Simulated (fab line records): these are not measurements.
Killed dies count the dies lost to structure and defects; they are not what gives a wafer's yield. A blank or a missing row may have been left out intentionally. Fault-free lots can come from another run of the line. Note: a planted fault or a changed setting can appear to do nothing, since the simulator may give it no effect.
Which of the tools did it? :: flow sky130 :: Sampling: 13 lots, 39 wafers, 3 of 708 route steps

== WHAT THE GAUGES READ, wafer by wafer ==
SKY_VIA4_RS_MEAS_19: the measuring method here is four-point-probe. Usual: VIA4_W_RS typically reads 0.2266 ohm/sq, with standard deviation 0.003.
lot: L377
measured: day 43 21:47
on: film_metro-02
VIA4_W_RS (ohm/sq): 0.2266 0.2258 0.2235
flag: 

lot: L378
measured: day 44 02:51
on: film_metro-04
VIA4_W_RS (ohm/sq): 0.2246 0.2250 0.2234
flag: 

lot: L379
measured: day 44 07:25
on: film_metro-04
VIA4_W_RS (ohm/sq): 0.2265 0.2253 0.2262
flag: 

lot: L381
measured: day 44 19:31
on: film_metro-01
VIA4_W_RS (ohm/sq): 0.2248 0.2238 0.2222
flag: 

lot: L380
measured: day 44 23:43
on: film_metro-01
VIA4_W_RS (ohm/sq): 0.2295 0.2298 0.2286
flag: 

lot: L383
measured: day 45 10:14
on: film_metro-01
VIA4_W_RS (ohm/sq): 0.2271 0.2268 0.2253
flag: 

lot: L384
measured: day 45 18:08
on: film_metro-02
VIA4_W_RS (ohm/sq): 0.2249 0.2247 0.2246
flag: 

lot: L385
measured: day 46 01:37
on: film_metro-02
VIA4_W_RS (ohm/sq): 0.2214 0.2304 0.2281
flag: 

lot: L387
measured: day 46 07:15
on: film_metro-01
VIA4_W_RS (ohm/sq): 0.2278 0.2238 0.2225
flag: 

lot: L388
measured: day 46 12:47
on: film_metro-01
VIA4_W_RS (ohm/sq): 0.1140 0.1137 0.1146 0.1138 0.1140 0.1147
flag: OFF

lot: L389
measured: day 46 18:17
on: film_metro-02
VIA4_W_RS (ohm/sq): 0.1133 0.1137 0.1135 0.1134 0.1135 0.1135
flag: OFF

lot: L396
measured: day 48 08:31
on: film_metro-04
VIA4_W_RS (ohm/sq): 0.2283 0.2261 0.2217
flag: 

lot: L397
measured: day 48 13:04
on: film_metro-01
VIA4_W_RS (ohm/sq): 0.2250 0.2279 0.2286
flag: 

== TOOL THAT RAN EACH LOT (tool first, then ch and the chambers of the sampled wafers, then the start) ==
lot: L377
SKY_VIA4_ETCH_12: rie_diel-03 ch 1,3, day 43 20:48
SKY_VIA4_CVD_18: cvd_w-01 ch 0,1, day 43 21:38

lot: L378
SKY_VIA4_ETCH_12: rie_diel-01 ch 0,2,3, day 44 01:55
SKY_VIA4_CVD_18: cvd_w-01 ch 0,1, day 44 02:40

lot: L379
SKY_VIA4_ETCH_12: rie_diel-04 ch 2,3, day 44 06:29
SKY_VIA4_CVD_18: cvd_w-01 ch 0,1, day 44 07:16

lot: L381
SKY_VIA4_ETCH_12: rie_diel-04 ch 0,1,2, day 44 18:37
SKY_VIA4_CVD_18: cvd_w-01 ch 0, day 44 19:21

lot: L380
SKY_VIA4_ETCH_12: rie_diel-04 ch 1,2,3, day 44 22:48
SKY_VIA4_CVD_18: cvd_w-02 ch 0,1, day 44 23:35

lot: L383
SKY_VIA4_ETCH_12: rie_diel-01 ch 0,1,3, day 45 09:19
SKY_VIA4_CVD_18: cvd_w-02 ch 0,1, day 45 10:05

lot: L384
SKY_VIA4_ETCH_12: rie_diel-01 ch 2,3, day 45 17:12
SKY_VIA4_CVD_18: cvd_w-02 ch 0,1, day 45 17:58

lot: L385
SKY_VIA4_ETCH_12: rie_diel-03 ch 1,2,3, day 46 00:45
SKY_VIA4_CVD_18: cvd_w-01 ch 0,1, day 46 01:28

lot: L387
SKY_VIA4_ETCH_12: rie_diel-01 ch 0,1,2, day 46 06:20
SKY_VIA4_CVD_18: cvd_w-01 ch 0,1, day 46 07:07

lot: L388
SKY_VIA4_ETCH_12: rie_diel-03 ch 0,1, day 46 10:52
SKY_VIA4_CVD_18: cvd_w-02 ch 1, day 46 12:03

lot: L389
SKY_VIA4_ETCH_12: rie_diel-03 ch 0,2,3, day 46 16:59
SKY_VIA4_CVD_18: cvd_w-02 ch 0,1, day 46 17:47

lot: L396
SKY_VIA4_ETCH_12: rie_diel-01 ch 0,1,2, day 48 07:29
SKY_VIA4_CVD_18: cvd_w-01 ch 0,1, day 48 08:21

lot: L397
SKY_VIA4_ETCH_12: rie_diel-03 ch 1,2,3, day 48 12:06
SKY_VIA4_CVD_18: cvd_w-01 ch 0,1, day 48 12:54
- SKY_VIA4_ETCH_12: etches SiO2 in C4F8/O2/Ar, stops on TiN, target depth 580 nm.
- SKY_VIA4_CVD_18: deposits W, target thk 505 nm, time 152.14 s.

== AS READ BY THE TOOLS THEMSELVES (means over the sampled wafers that have a number; for cases with no such wafer, the mark the record gives instead) ==
SKY_VIA4_ETCH_12. Usual: oes_product_au at 0.925 a.u., with a standard deviation of 0.0051.
lot: L377
tool: rie_diel-03
oes_product_au (a.u.): 0.925
flag: 

lot: L378
tool: rie_diel-01
oes_product_au (a.u.): 0.926
flag: 

lot: L379
tool: rie_diel-04
oes_product_au (a.u.): 0.927
flag: 

lot: L381
tool: rie_diel-04
oes_product_au (a.u.): 0.922
flag: 

lot: L380
tool: rie_diel-04
oes_product_au (a.u.): 0.926
flag: 

lot: L383
tool: rie_diel-01
oes_product_au (a.u.): 0.924
flag: 

lot: L384
tool: rie_diel-01
oes_product_au (a.u.): 0.927
flag: 

lot: L385
tool: rie_diel-03
oes_product_au (a.u.): 0.929
flag: 

lot: L387
tool: rie_diel-01
oes_product_au (a.u.): 0.921
flag: 

lot: L388
tool: rie_diel-03
oes_product_au (a.u.): 0.927
flag: 

lot: L389
tool: rie_diel-03
oes_product_au (a.u.): 0.924
flag: 

lot: L396
tool: rie_diel-01
oes_product_au (a.u.): 0.928
flag: 

lot: L397
tool: rie_diel-03
oes_product_au (a.u.): 0.926
flag: 

SKY_VIA4_CVD_18. Usual: heater_power_w 906 W, standard deviation 73; susceptor_temp_C 400.03 C, standard deviation 0.22.
lot: L377
tool: cvd_w-01
heater_power_w (W): 876
susceptor_temp_C (C): 399.89
flag: 

lot: L378
tool: cvd_w-01
heater_power_w (W): 885
susceptor_temp_C (C): 400.15
flag: 

lot: L379
tool: cvd_w-01
heater_power_w (W): 844
susceptor_temp_C (C): 400.02
flag: 

lot: L381
tool: cvd_w-01
heater_power_w (W): 920
susceptor_temp_C (C): 399.96
flag: 

lot: L380
tool: cvd_w-02
heater_power_w (W): 960
susceptor_temp_C (C): 400.12
flag: 

lot: L383
tool: cvd_w-02
heater_power_w (W): 975
susceptor_temp_C (C): 399.92
flag: 

lot: L384
tool: cvd_w-02
heater_power_w (W): 999
susceptor_temp_C (C): 400.01
flag: 

lot: L385
tool: cvd_w-01
heater_power_w (W): 843
susceptor_temp_C (C): 400.08
flag: 

lot: L387
tool: cvd_w-01
heater_power_w (W): 888
susceptor_temp_C (C): 399.97
flag: 

lot: L388
tool: cvd_w-02
heater_power_w (W): 1011
susceptor_temp_C (C): 400.02
flag: 

lot: L389
tool: cvd_w-02
heater_power_w (W): 962
susceptor_temp_C (C): 399.84
flag: 

lot: L396
tool: cvd_w-01
heater_power_w (W): 865
susceptor_temp_C (C): 400.11
flag: 

lot: L397
tool: cvd_w-01
heater_power_w (W): 860
susceptor_temp_C (C): 400.18
flag: 

== THE ANSWER, worked out from the rows above alone ==
Rule: a lot is off if the mean of its wafers that have a number lies more than 3 standard deviations from the usual mean. Also off: a lot with no number at a reading for which 4 or more lots have one. All remaining lots with rows at the step are treated as sound. After the gauges, taken in route order, come the tools' own readings; for these a lot's mean is taken, as printed above. At the first step where some lot is off, the reading lying furthest off is the one used; lots without a number count as furthest.
Off: L388, L389, seen at SKY_VIA4_RS_MEAS_19 (VIA4_W_RS).
A tool fits if, at a process step before that reading, it ran every lot that is off, and no sound lot after the first of them. The gauges at SKY_VIA4_RS_MEAS_19 are tried like those tools. One candidate fits, namely cvd_w-02 at SKY_VIA4_CVD_18. Its last sound lot is L384 (day 45 17:58), its first lot that is off L388 (day 46 12:03): a fault that began between those two fits.

== WHAT HAD BEEN PUT IN BY THE SIMULATOR ==
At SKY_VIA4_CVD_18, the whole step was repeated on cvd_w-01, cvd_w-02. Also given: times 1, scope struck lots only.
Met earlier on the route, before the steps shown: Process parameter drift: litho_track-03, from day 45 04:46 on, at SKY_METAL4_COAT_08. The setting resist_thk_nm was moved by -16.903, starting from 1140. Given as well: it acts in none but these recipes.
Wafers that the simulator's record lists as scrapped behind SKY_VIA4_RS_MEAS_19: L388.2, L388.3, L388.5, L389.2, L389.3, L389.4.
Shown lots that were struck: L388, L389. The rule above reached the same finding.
